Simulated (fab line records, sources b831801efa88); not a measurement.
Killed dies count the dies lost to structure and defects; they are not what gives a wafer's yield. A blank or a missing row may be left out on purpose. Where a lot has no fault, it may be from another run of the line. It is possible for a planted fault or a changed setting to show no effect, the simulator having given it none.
Which tool was responsible? :: flow sky130 :: 36 wafers from 12 lots sampled at 6 of the route's 708 steps

WHAT THE GAUGES READ, wafer by wafer
SKY_FIELD_ISO_THK_MEAS_23.
lot: L309
measured: day 2 05:29
on: filmMetro-04
FIELD_ISO_OXIDATION_01_THK (nm): 9.31 9.28 9.23

lot: L310
measured: day 2 12:52
on: filmMetro-01
FIELD_ISO_OXIDATION_01_THK (nm): 8.97 8.83 8.70

lot: L311
measured: day 2 18:17
on: filmMetro-03
FIELD_ISO_OXIDATION_01_THK (nm): 8.49 8.48 8.49

lot: L314
measured: day 3 12:27
on: filmMetro-01
FIELD_ISO_OXIDATION_01_THK (nm): 9.23 8.95 9.02

lot: L317
measured: day 4 02:05
on: filmMetro-03
FIELD_ISO_OXIDATION_01_THK (nm): 9.09 9.11 9.08

lot: L318
measured: day 4 06:16
on: filmMetro-01
FIELD_ISO_OXIDATION_01_THK (nm): 9.16 8.99 9.10

lot: L319
measured: day 4 10:20
on: filmMetro-04
FIELD_ISO_OXIDATION_01_THK (nm): 9.14 9.09 9.10

lot: L320
measured: day 4 17:18
on: filmMetro-03
FIELD_ISO_OXIDATION_01_THK (nm): 8.95 8.94 9.07

lot: L323
measured: day 5 07:35
on: filmMetro-01
FIELD_ISO_OXIDATION_01_THK (nm): 9.12 8.91 8.86

lot: L326
measured: day 6 05:02
on: filmMetro-04
FIELD_ISO_OXIDATION_01_THK (nm): 8.76 8.78 8.72

lot: L331
measured: day 7 00:41
on: filmMetro-04
FIELD_ISO_OXIDATION_01_THK (nm): 8.84 8.57 8.70

lot: L332
measured: day 7 05:49
on: filmMetro-01
FIELD_ISO_OXIDATION_01_THK (nm): 8.88 8.82 8.78

SKY_NWELL_THK_MEAS_02.
lot: L309
measured: day 2 12:29
on: filmMetro-03
NWELL_OXIDATION_THK (nm): 10.23 10.16 10.18

lot: L310
measured: day 2 19:50
on: filmMetro-01
NWELL_OXIDATION_THK (nm): 10.14 10.00 9.88

lot: L311
measured: day 3 01:23
on: filmMetro-02
NWELL_OXIDATION_THK (nm): 10.02 10.09 9.89

lot: L314
measured: day 3 18:55
on: filmMetro-02
NWELL_OXIDATION_THK (nm): 10.19 10.13 10.13

lot: L317
measured: day 4 06:40
on: filmMetro-01
NWELL_OXIDATION_THK (nm): 9.80 9.92 9.81

lot: L318
measured: day 4 11:04
on: filmMetro-01
NWELL_OXIDATION_THK (nm): 9.77 9.76 9.87

lot: L319
measured: day 4 14:20
on: filmMetro-02
NWELL_OXIDATION_THK (nm): 9.84 9.61 9.61

lot: L320
measured: day 4 22:17
on: filmMetro-03
NWELL_OXIDATION_THK (nm): 10.27 10.17 10.38

lot: L323
measured: day 5 12:11
on: filmMetro-02
NWELL_OXIDATION_THK (nm): 9.96 9.91 9.89

lot: L326
measured: day 6 09:02
on: filmMetro-02
NWELL_OXIDATION_THK (nm): 9.89 9.84 9.77

lot: L331
measured: day 7 04:47
on: filmMetro-02
NWELL_OXIDATION_THK (nm): 9.91 9.95 9.88

lot: L332
measured: day 7 11:04
on: filmMetro-02
NWELL_OXIDATION_THK (nm): 10.10 9.98 10.07

SKY_NWELL_TW_MEAS_15.
lot: L309
measured: day 4 14:19
on: filmMetro-03
NWELL_TW: 1848 1838 1849

lot: L310
measured: day 4 20:11
on: filmMetro-01
NWELL_TW: 1850 1858 1853

lot: L311
measured: day 5 03:25
on: filmMetro-01
NWELL_TW: 1841 1837 1842

lot: L314
measured: day 5 23:49
on: filmMetro-02
NWELL_TW: 1811 1803 1800

lot: L317
measured: day 6 14:52
on: filmMetro-02
NWELL_TW: 1819 1817 1829

lot: L318
measured: day 6 18:03
on: filmMetro-01
NWELL_TW: 1922 1925 1932

lot: L319
measured: day 6 22:51
on: filmMetro-02
NWELL_TW: 1818 1821 1816

lot: L320
measured: day 7 06:57
on: filmMetro-01
NWELL_TW: 1841 1845 1840

lot: L323
measured: day 8 00:03
on: filmMetro-02
NWELL_TW: 1874 1882 1883

lot: L326
measured: day 8 21:04
on: filmMetro-02
NWELL_TW: 1814 1818 1815

lot: L331
measured: day 9 20:02
on: filmMetro-02
NWELL_TW: 1832 1807 1812

lot: L332
measured: day 10 03:34
on: filmMetro-02
NWELL_TW: 1812 1816 1807

SKY_NWELL_RS_MEAS_29: measurement is done with a four-point probe.
lot: L309
measured: day 5 07:55
on: filmMetro-01
NWELL_RS (ohm/sq): 625.0 622.6 623.9

lot: L310
measured: day 5 13:45
on: filmMetro-02
NWELL_RS (ohm/sq): 620.8 621.3 620.7

lot: L311
measured: day 5 21:37
on: filmMetro-02
NWELL_RS (ohm/sq): 619.1 619.1 620.9

lot: L314
measured: day 6 19:17
on: filmMetro-01
NWELL_RS (ohm/sq): 624.3 624.3 623.3

lot: L317
measured: day 7 10:11
on: filmMetro-02
NWELL_RS (ohm/sq): 620.9 621.9 623.4

lot: L318
measured: day 7 14:25
on: filmMetro-02
NWELL_RS (ohm/sq): 582.6 581.6 582.2

lot: L319
measured: day 7 19:19
on: filmMetro-02
NWELL_RS (ohm/sq): 622.0 622.5 623.0

lot: L320
measured: day 8 03:43
on: filmMetro-02
NWELL_RS (ohm/sq): 622.0 621.4 622.5

lot: L323
measured: day 8 21:19
on: filmMetro-01
NWELL_RS (ohm/sq): 583.7 582.8 581.4

lot: L326
measured: day 9 18:29
on: filmMetro-03
NWELL_RS (ohm/sq): 622.5 621.4 622.3

lot: L331
measured: day 10 18:57
on: filmMetro-03
NWELL_RS (ohm/sq): 624.6 627.0 625.5

lot: L332
measured: day 11 02:48
on: filmMetro-03
NWELL_RS (ohm/sq): 626.8 626.8 625.6

TOOL THAT RAN EACH LOT (tool first, then ch and the chambers of the sampled wafers, then the start)
lot: L309
SKY_FIELD_ISO_CMP_27: cmp-01 ch 0,1,3, day 2 08:55
SKY_NWELL_IMPLANT_11: implanter-01 ch 0, day 4 13:46

lot: L310
SKY_FIELD_ISO_CMP_27: cmp-02 ch 0,1,2, day 2 15:46
SKY_NWELL_IMPLANT_11: implanter-02 ch 0, day 4 19:40

lot: L311
SKY_FIELD_ISO_CMP_27: cmp-02 ch 0,1,2, day 2 21:19
SKY_NWELL_IMPLANT_11: implanter-01 ch 0, day 5 02:52

lot: L314
SKY_FIELD_ISO_CMP_27: cmp-02 ch 1,2,3, day 3 15:24
SKY_NWELL_IMPLANT_11: implanter-01 ch 0, day 5 23:17

lot: L317
SKY_FIELD_ISO_CMP_27: cmp-02 ch 1,2,3, day 4 03:49
SKY_NWELL_IMPLANT_11: implanter-03 ch 0, day 6 14:20

lot: L318
SKY_FIELD_ISO_CMP_27: cmp-01 ch 1,3, day 4 08:10
SKY_NWELL_IMPLANT_11: implanter-03 ch 0, day 6 17:30

lot: L319
SKY_FIELD_ISO_CMP_27: cmp-02 ch 0,3, day 4 12:02
SKY_NWELL_IMPLANT_11: implanter-02 ch 0, day 6 22:18

lot: L320
SKY_FIELD_ISO_CMP_27: cmp-02 ch 1,2,3, day 4 18:59
SKY_NWELL_IMPLANT_11: implanter-01 ch 0, day 7 06:24

lot: L323
SKY_FIELD_ISO_CMP_27: cmp-02 ch 1,2,3, day 5 09:24
SKY_NWELL_IMPLANT_11: implanter-03 ch 0, day 7 23:30

lot: L326
SKY_FIELD_ISO_CMP_27: cmp-01 ch 1,3, day 6 06:44
SKY_NWELL_IMPLANT_11: implanter-02 ch 0, day 8 20:32

lot: L331
SKY_FIELD_ISO_CMP_27: cmp-01 ch 1,3, day 7 02:25
SKY_NWELL_IMPLANT_11: implanter-02 ch 0, day 9 19:31

lot: L332
SKY_FIELD_ISO_CMP_27: cmp-02 ch 0,3, day 7 07:30
SKY_NWELL_IMPLANT_11: implanter-02 ch 0, day 10 03:03
- SKY_FIELD_ISO_CMP_27: polishes, stops on Si3N4, t overpolish 16 s, target thk 457.8 nm.
- SKY_NWELL_IMPLANT_11

AS READ BY THE TOOLS THEMSELVES (means over the sampled wafers that have a number; for cases with no such wafer, the mark the record gives instead)
SKY_FIELD_ISO_CMP_27.
lot: L309
tool: cmp-01
motorCurrentA (A): 12.7
overpolishRunS (s): 15.996
timeToEndpointS (s): 116

lot: L310
tool: cmp-02
motorCurrentA (A): 11.3
overpolishRunS (s): 16.001
timeToEndpointS (s): 111

lot: L311
tool: cmp-02
motorCurrentA (A): 11.3
overpolishRunS (s): 16.013
timeToEndpointS (s): 112

lot: L314
tool: cmp-02
motorCurrentA (A): 12.0
overpolishRunS (s): 16.001
timeToEndpointS (s): 113

lot: L317
tool: cmp-02
motorCurrentA (A): 12.0
overpolishRunS (s): 16.003
timeToEndpointS (s): 116

lot: L318
tool: cmp-01
motorCurrentA (A): 12.5
overpolishRunS (s): 15.997
timeToEndpointS (s): 113

lot: L319
tool: cmp-02
motorCurrentA (A): 11.1
overpolishRunS (s): 15.994
timeToEndpointS (s): 114

lot: L320
tool: cmp-02
motorCurrentA (A): 11.9
overpolishRunS (s): 16.009
timeToEndpointS (s): 115

lot: L323
tool: cmp-02
motorCurrentA (A): 12.1
overpolishRunS (s): 16.002
timeToEndpointS (s): 111

lot: L326
tool: cmp-01
motorCurrentA (A): 12.5
overpolishRunS (s): 15.999
timeToEndpointS (s): 113

lot: L331
tool: cmp-01
motorCurrentA (A): 12.3
overpolishRunS (s): 16.003
timeToEndpointS (s): 113

lot: L332
tool: cmp-02
motorCurrentA (A): 11.0
overpolishRunS (s): 16.001
timeToEndpointS (s): 117

SKY_NWELL_IMPLANT_11.
lot: L309
tool: implanter-01
doseIonsCm2: 1.9e+13
faradayCurrentUA: 106.0

lot: L310
tool: implanter-02
doseIonsCm2: 1.9e+13
faradayCurrentUA: 107.9

lot: L311
tool: implanter-01
doseIonsCm2: 1.9e+13
faradayCurrentUA: 105.7

lot: L314
tool: implanter-01
doseIonsCm2: 1.9e+13
faradayCurrentUA: 106.4

lot: L317
tool: implanter-03
doseIonsCm2: 1.9e+13
faradayCurrentUA: 104.2

lot: L318
tool: implanter-03
doseIonsCm2: 2.1e+13
faradayCurrentUA: 119.9

lot: L319
tool: implanter-02
doseIonsCm2: 1.9e+13
faradayCurrentUA: 105.3

lot: L320
tool: implanter-01
doseIonsCm2: 1.9e+13
faradayCurrentUA: 108.0

lot: L323
tool: implanter-03
doseIonsCm2: 2.1e+13
faradayCurrentUA: 120.3

lot: L326
tool: implanter-02
doseIonsCm2: 1.9e+13
faradayCurrentUA: 107.9

lot: L331
tool: implanter-02
doseIonsCm2: 1.9e+13
faradayCurrentUA: 107.1

lot: L332
tool: implanter-02
doseIonsCm2: 1.9e+13
faradayCurrentUA: 107.8

THE ANSWER, worked out from the rows above alone
Rule: the usual values come from the lots themselves. Put in order of their means at a reading, lots are off if they are a third of the lots or fewer, leave a main group of 4 or more, and stand apart from it by a gap of 3 or more times the standard deviation of the main group's means; of several such gaps the widest counts. The tables above print the reading to a certain number of digits; a main group whose means all agree to those digits is not used. A lot without any number at a reading at which 4 lots or more have one is off too. Any other lot the step has rows for is counted as sound. First the gauges in route order, then the tools' own readings, where a lot's mean is used as printed above. At the first step where some lot is off, the reading lying furthest off is the one used; lots without a number count as furthest.
Off: L318, L323, at SKY_NWELL_RS_MEAS_29 (NWELL_RS). The main group: mean 622.9 ohm/sq, standard deviation 2.
If a tool, at a process step before that reading, ran all the lots that are off and no sound lot after the first of them, it fits. Not tried: the gauges at SKY_NWELL_RS_MEAS_29; whatever is off there is also off at SKY_NWELL_IMPLANT_11, on other tools, and gauge error can't account for it. One fits: implanter-03 at SKY_NWELL_IMPLANT_11. A fault onset in the window from L317 (day 6 14:20, its last sound lot) to L318 (day 6 17:30, its first lot off) fits.
The tool's own readings at SKY_NWELL_IMPLANT_11 bear it out: on the lots that are off they differ by more than 5 times the standard deviation of the sound lots' means. doseIonsCm2 reads 2.1e+13 there against 1.9e+13 on the sound lots; faradayCurrentUA reads 120.1 there against 106.6 on the sound lots.

WHAT THE SIMULATOR HAD PUT IN
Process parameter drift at SKY_NWELL_IMPLANT_11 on implanter-03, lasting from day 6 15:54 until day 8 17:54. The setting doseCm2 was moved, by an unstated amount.
Shown lots that were struck: L318, L323. The same result came from the rule above.
